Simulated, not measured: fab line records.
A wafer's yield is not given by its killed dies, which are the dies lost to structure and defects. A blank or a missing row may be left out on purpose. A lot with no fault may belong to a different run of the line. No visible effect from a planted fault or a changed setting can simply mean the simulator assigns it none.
Split-lot trial / flow sfq line / 23 wafers read from 5 lots, route of 325 steps

ON THE SPLIT
At SFQ_TRILAYER_I2_DEP_PECVD_063 (deposits SiO2 from SiH4/N2O, time 111.11 s, target thk 500 nm), the setting time s was moved away from the recipe's 111.11 s on 5 of the 23 wafers read, by -7.9% to +7.1%. For the rest of the wafers, this setting stayed at what the recipe calls for.

The reading comes from the split's own step.

THE READING
SiO2_of_TRILAYER_I2_DEP_PECVD_063.thk nm (the simulator's own value, which no gauge read), in nm, at SFQ_TRILAYER_I2_DEP_PECVD_063 (deposits SiO2 from SiH4/N2O, time 111.11 s, target thk 500 nm). There is no usual value for it anywhere in the file. Across the 18 wafers here that went through the recipe, the average is 499.4 nm and the standard deviation 7.9 nm.

wafer=L074.1; tool, chamber at the split=pecvd-04, 1; time s as run, s=111.11; against the recipe=recipe; SiO2_of_TRILAYER_I2_DEP_PECVD_063.thk nm, nm=504.6; against lot-mates on the recipe=-
wafer=L074.2; tool, chamber at the split=pecvd-04, 0; time s as run, s=111.11; against the recipe=recipe; SiO2_of_TRILAYER_I2_DEP_PECVD_063.thk nm, nm=501.8; against lot-mates on the recipe=-
wafer=L074.4; tool, chamber at the split=pecvd-04, 0; time s as run, s=111.11; against the recipe=recipe; SiO2_of_TRILAYER_I2_DEP_PECVD_063.thk nm, nm=512.4; against lot-mates on the recipe=-
wafer=L074.5; tool, chamber at the split=pecvd-04, 2; time s as run, s=111.11; against the recipe=recipe; SiO2_of_TRILAYER_I2_DEP_PECVD_063.thk nm, nm=512.8; against lot-mates on the recipe=-
wafer=L074.6; tool, chamber at the split=pecvd-04, 1; time s as run, s=111.11; against the recipe=recipe; SiO2_of_TRILAYER_I2_DEP_PECVD_063.thk nm, nm=505; against lot-mates on the recipe=-
wafer=L075.1; tool, chamber at the split=pecvd-01, 1; time s as run, s=111.11; against the recipe=recipe; SiO2_of_TRILAYER_I2_DEP_PECVD_063.thk nm, nm=482.8; against lot-mates on the recipe=-
wafer=L075.3; tool, chamber at the split=pecvd-01, 0; time s as run, s=111.11; against the recipe=recipe; SiO2_of_TRILAYER_I2_DEP_PECVD_063.thk nm, nm=492; against lot-mates on the recipe=-
wafer=L075.5; tool, chamber at the split=pecvd-01, 1; time s as run, s=111.11; against the recipe=recipe; SiO2_of_TRILAYER_I2_DEP_PECVD_063.thk nm, nm=492.8; against lot-mates on the recipe=-
wafer=L077.2; tool, chamber at the split=pecvd-01, 1; time s as run, s=119; against the recipe=+7.1%; SiO2_of_TRILAYER_I2_DEP_PECVD_063.thk nm, nm=527; against lot-mates on the recipe=+31.5
wafer=L077.3; tool, chamber at the split=pecvd-01, 0; time s as run, s=111.11; against the recipe=recipe; SiO2_of_TRILAYER_I2_DEP_PECVD_063.thk nm, nm=491.6; against lot-mates on the recipe=-
wafer=L077.4; tool, chamber at the split=pecvd-01, 1; time s as run, s=111.11; against the recipe=recipe; SiO2_of_TRILAYER_I2_DEP_PECVD_063.thk nm, nm=499.4; against lot-mates on the recipe=-
wafer=L077.5; tool, chamber at the split=pecvd-01, 0; time s as run, s=119; against the recipe=+7.1%; SiO2_of_TRILAYER_I2_DEP_PECVD_063.thk nm, nm=538.8; against lot-mates on the recipe=+43.3
wafer=L077.6; tool, chamber at the split=pecvd-01, 2; time s as run, s=119; against the recipe=+7.1%; SiO2_of_TRILAYER_I2_DEP_PECVD_063.thk nm, nm=542.9; against lot-mates on the recipe=+47.4
wafer=L078.2; tool, chamber at the split=pecvd-04, 1; time s as run, s=111.11; against the recipe=recipe; SiO2_of_TRILAYER_I2_DEP_PECVD_063.thk nm, nm=502.3; against lot-mates on the recipe=-
wafer=L078.3; tool, chamber at the split=pecvd-04, 2; time s as run, s=111.11; against the recipe=recipe; SiO2_of_TRILAYER_I2_DEP_PECVD_063.thk nm, nm=502.9; against lot-mates on the recipe=-
wafer=L078.4; tool, chamber at the split=pecvd-04, 1; time s as run, s=111.11; against the recipe=recipe; SiO2_of_TRILAYER_I2_DEP_PECVD_063.thk nm, nm=506.6; against lot-mates on the recipe=-
wafer=L078.5; tool, chamber at the split=pecvd-04, 0; time s as run, s=102.3; against the recipe=-7.9%; SiO2_of_TRILAYER_I2_DEP_PECVD_063.thk nm, nm=468.6; against lot-mates on the recipe=-35.3
wafer=L078.6; tool, chamber at the split=pecvd-04, 2; time s as run, s=102.3; against the recipe=-7.9%; SiO2_of_TRILAYER_I2_DEP_PECVD_063.thk nm, nm=466.2; against lot-mates on the recipe=-37.7
wafer=L082.1; tool, chamber at the split=pecvd-02, 1; time s as run, s=111.11; against the recipe=recipe; SiO2_of_TRILAYER_I2_DEP_PECVD_063.thk nm, nm=488.5; against lot-mates on the recipe=-
wafer=L082.2; tool, chamber at the split=pecvd-02, 0; time s as run, s=111.11; against the recipe=recipe; SiO2_of_TRILAYER_I2_DEP_PECVD_063.thk nm, nm=494.4; against lot-mates on the recipe=-
wafer=L082.3; tool, chamber at the split=pecvd-02, 2; time s as run, s=111.11; against the recipe=recipe; SiO2_of_TRILAYER_I2_DEP_PECVD_063.thk nm, nm=496.6; against lot-mates on the recipe=-
wafer=L082.4; tool, chamber at the split=pecvd-02, 0; time s as run, s=111.11; against the recipe=recipe; SiO2_of_TRILAYER_I2_DEP_PECVD_063.thk nm, nm=495.5; against lot-mates on the recipe=-
wafer=L082.6; tool, chamber at the split=pecvd-02, 2; time s as run, s=111.11; against the recipe=recipe; SiO2_of_TRILAYER_I2_DEP_PECVD_063.thk nm, nm=506.4; against lot-mates on the recipe=-

FIT RESULTS
A straight line over all 23 wafers: SiO2_of_TRILAYER_I2_DEP_PECVD_063.thk nm changes by +4.65 nm for each +1% of time s; r = +0.90; the points scatter about the line by 8 nm.
The same after taking each lot's own level away (the mean of its wafers on the recipe; 23 wafers): +5.21 nm for each +1%; r = +0.96; scatter 5.2 nm.
Per that fit: largest time s move, reading shift of 41 nm.
Measured against the standard deviation above, the lots' own levels, which go from 489.20 to 507.32 nm, span 2.3 times it.
Thus the slope moves with the lot-to-lot level: the two fits are different.
Check: -42.4 nm against its lot-mates is what the line predicts for one of the wafers moved furthest among these (-7.9%) when that wafer is left out of the fit. Against them it came out at -35.3 nm.

THE WHOLE CHAIN: every reading that the file lists as answering this split, in the file's order
step=SFQ_TRILAYER_I2_DEP_PECVD_063; what it does=deposits SiO2 from SiH4/N2O, time 111.11 s, target thk 500 nm; reading=SiO2_of_TRILAYER_I2_DEP_PECVD_063.thk nm (the simulator's own value, which no gauge read); change (the file's fit)=+5.11 nm for each +1% of the setting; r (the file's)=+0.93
step=SFQ_TRILAYER_I2_CMP_CMP_064; what it does=polishes SiO2; reading=time to endpoint s; change (the file's fit)=withheld for each +1% of the setting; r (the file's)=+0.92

THE FILE'S OWN FIT
SiO2_of_TRILAYER_I2_DEP_PECVD_063.thk nm changes by +5.11 nm for each +1% of time s, r = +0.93.
